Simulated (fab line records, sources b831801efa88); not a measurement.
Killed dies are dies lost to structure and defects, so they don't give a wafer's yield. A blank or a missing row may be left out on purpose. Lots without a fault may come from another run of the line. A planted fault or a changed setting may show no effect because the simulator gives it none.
Chamber matching | flow gf180mcu | GF_SAB_ETCH_11 on rie_diel-04: 4 sister chambers
The step etches SiO2 in C4F8/O2/Ar, target depth 55 nm, time 8.5 s. 8 wafers are shown with their chamber, then 8 later ones without.

WAFERS WITH THEIR CHAMBER
wafer  | chamber | oes_product_au (a.u.)
L490.4 | 3       | 1.011
L490.5 | 1       | 0.991
L496.2 | 2       | 0.983
L496.5 | 0       | 0.990
L504.2 | 0       | 0.993
L504.3 | 3       | 1.018
L504.4 | 2       | 0.989
L505.2 | 1       | 0.988

WAFERS WITHOUT THEIR CHAMBER
wafer  | oes_product_au (a.u.)
L505.4 | 1.026
L505.6 | 0.997
L506.2 | 1.005
L506.3 | 0.988
L506.5 | 1.013
L507.1 | 0.984
L507.3 | 0.979
L507.6 | 0.984

WHICH CHAMBER EACH WENT THROUGH
wafer  | from the rows above          | in truth
L505.4 | 3                            | 3
L505.6 | can't be placed: 0 or 1 or 2 | 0
L506.2 | can't be placed: 3 or 0 or 1 | 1
L506.3 | can't be placed: 1 or 2 or 0 | 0
L506.5 | 3                            | 3
L507.1 | can't be placed: 2 or 1 or 0 | 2
L507.3 | can't be placed: 2 or 1 or 0 | 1
L507.6 | can't be placed: 2 or 1 or 0 | 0
Placed correctly: 2 of 8. Can't be placed from these rows: 6 (the true chamber is among the candidates in 6). Placed wrongly: 0.
How it was worked out, from the rows above alone: a wafer's distance from a chamber is the root of the sum, over the readings, of the square of ((its reading less the chamber's mean) divided by the reading's scatter). The wafer belongs to the nearest chamber; if the next one is less than 2 further off, it can't be placed. A chamber's mean is the mean of its shown wafers. The scatter: the root of (the sum of the squares of (reading less its chamber's mean) over the shown wafers, divided by (wafers less chambers)).
